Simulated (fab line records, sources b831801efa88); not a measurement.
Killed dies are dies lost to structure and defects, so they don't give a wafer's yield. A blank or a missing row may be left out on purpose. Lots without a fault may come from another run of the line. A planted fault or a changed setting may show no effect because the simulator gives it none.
Which tool did it? | flow sky130 | 12 lots, 36 wafers sampled, at 5 steps of a route of 708

WHAT THE GAUGES READ, wafer by wafer
SKY_VIA3_CD_MEAS_12: target cd 200 nm.
lot  | measured     | on        | cd_nm (nm)
L075 | day 39 23:41 | cd_sem-02 | 199.9 199.0 200.0
L077 | day 40 20:36 | cd_sem-01 | 200.1 199.9 198.8
L079 | day 41 05:22 | cd_sem-01 | 198.3 198.6 198.3
L081 | day 41 20:43 | cd_sem-02 | 197.8 198.7 199.4
L083 | day 42 08:22 | cd_sem-02 | 200.6 199.7 198.1
L085 | day 43 07:08 | cd_sem-01 | 199.8 199.9 201.2
L087 | day 43 13:02 | cd_sem-02 | 198.4 198.4 199.2
L089 | day 44 05:44 | cd_sem-01 | 196.9 197.5 196.8
L091 | day 45 09:20 | cd_sem-02 | 199.3 199.6 200.2
L093 | day 45 10:25 | cd_sem-02 | 199.4 197.4 199.0
L095 | day 45 17:11 | cd_sem-02 | 201.3 200.5 200.4
L097 | day 46 06:19 | cd_sem-02 | 198.3 198.5 198.3

WHICH TOOL RAN EACH LOT (tool, then ch and the chambers of the sampled wafers, then the start)
lot  | SKY_METAL1_SPUTTER_00        | SKY_METAL1_STRIP_20                  | SKY_METAL2_SPUTTER_02        | SKY_VIA2_CVD_21
L075 | pvd_sputter-01, day 31 21:56 | plasma_asher-02 ch 1, day 33 02:10   | pvd_sputter-04, day 34 07:07 | cvd_w-02 ch 0,1, day 36 15:54
L077 | pvd_sputter-03, day 32 22:00 | plasma_asher-01 ch 0,1, day 34 02:28 | pvd_sputter-04, day 35 08:05 | cvd_w-02 ch 0,1, day 37 16:01
L079 | pvd_sputter-02, day 33 07:25 | plasma_asher-01 ch 0,1, day 34 10:55 | pvd_sputter-01, day 35 16:56 | cvd_w-02 ch 0,1, day 38 00:47
L081 | pvd_sputter-01, day 33 23:31 | plasma_asher-01 ch 0,1, day 35 03:10 | pvd_sputter-01, day 36 08:19 | cvd_w-02 ch 0,1, day 38 15:16
L083 | pvd_sputter-02, day 34 14:07 | plasma_asher-01 ch 0,1, day 35 17:25 | pvd_sputter-03, day 36 23:16 | cvd_w-02 ch 0,1, day 39 04:31
L085 | pvd_sputter-02, day 35 11:56 | plasma_asher-02 ch 0,1, day 36 15:46 | pvd_sputter-03, day 37 21:19 | cvd_w-02 ch 0,1, day 40 01:27
L087 | pvd_sputter-01, day 35 22:52 | plasma_asher-01 ch 0,1, day 37 02:10 | pvd_sputter-01, day 38 06:29 | cvd_w-02 ch 0,1, day 40 10:42
L089 | pvd_sputter-02, day 36 19:55 | plasma_asher-02 ch 0,1, day 37 22:13 | pvd_sputter-04, day 39 02:15 | cvd_w-02 ch 0,1, day 41 05:23
L091 | pvd_sputter-03, day 38 02:03 | plasma_asher-01 ch 0,1, day 39 03:36 | pvd_sputter-01, day 40 08:02 | cvd_w-01 ch 0,1, day 42 10:28
L093 | pvd_sputter-02, day 38 04:28 | plasma_asher-02 ch 0,1, day 39 06:13 | pvd_sputter-04, day 40 09:50 | cvd_w-02 ch 0, day 42 11:50
L095 | pvd_sputter-03, day 38 14:07 | plasma_asher-02 ch 0,1, day 39 15:49 | pvd_sputter-01, day 40 18:47 | cvd_w-02 ch 0,1, day 42 19:01
L097 | pvd_sputter-03, day 39 01:14 | plasma_asher-04 ch 0,1, day 40 01:58 | pvd_sputter-03, day 41 05:19 | cvd_w-01 ch 0,1, day 43 09:14
- SKY_METAL1_SPUTTER_00: material Ti, target thk 15 nm, time 10 s.
- SKY_METAL1_STRIP_20: strips in O2/N2.
- SKY_METAL2_SPUTTER_02: material AlCu, target thk 250 nm, time 13.3 s.
- SKY_VIA2_CVD_21: deposits W, target thk 420 nm, time 126.4 s.

THE ANSWER, worked out from the rows above alone
Rule: what is usual is taken from the lots themselves. Put in order of their means at a reading, lots are off if they are a third of the lots or fewer, leave a main group of 4 or more, and stand apart from it by a gap of 3 or more times the standard deviation of the main group's means; of several such gaps the widest counts. A main group whose means are all the same, to the digits that the tables above print for the reading, isn't used. A lot without any number at a reading at which 4 lots or more have one is off too. The other lots that the step has rows for count as sound.
No lot is off at any reading shown: from this, nothing can be told.

WHAT THE SIMULATOR HAD PUT IN
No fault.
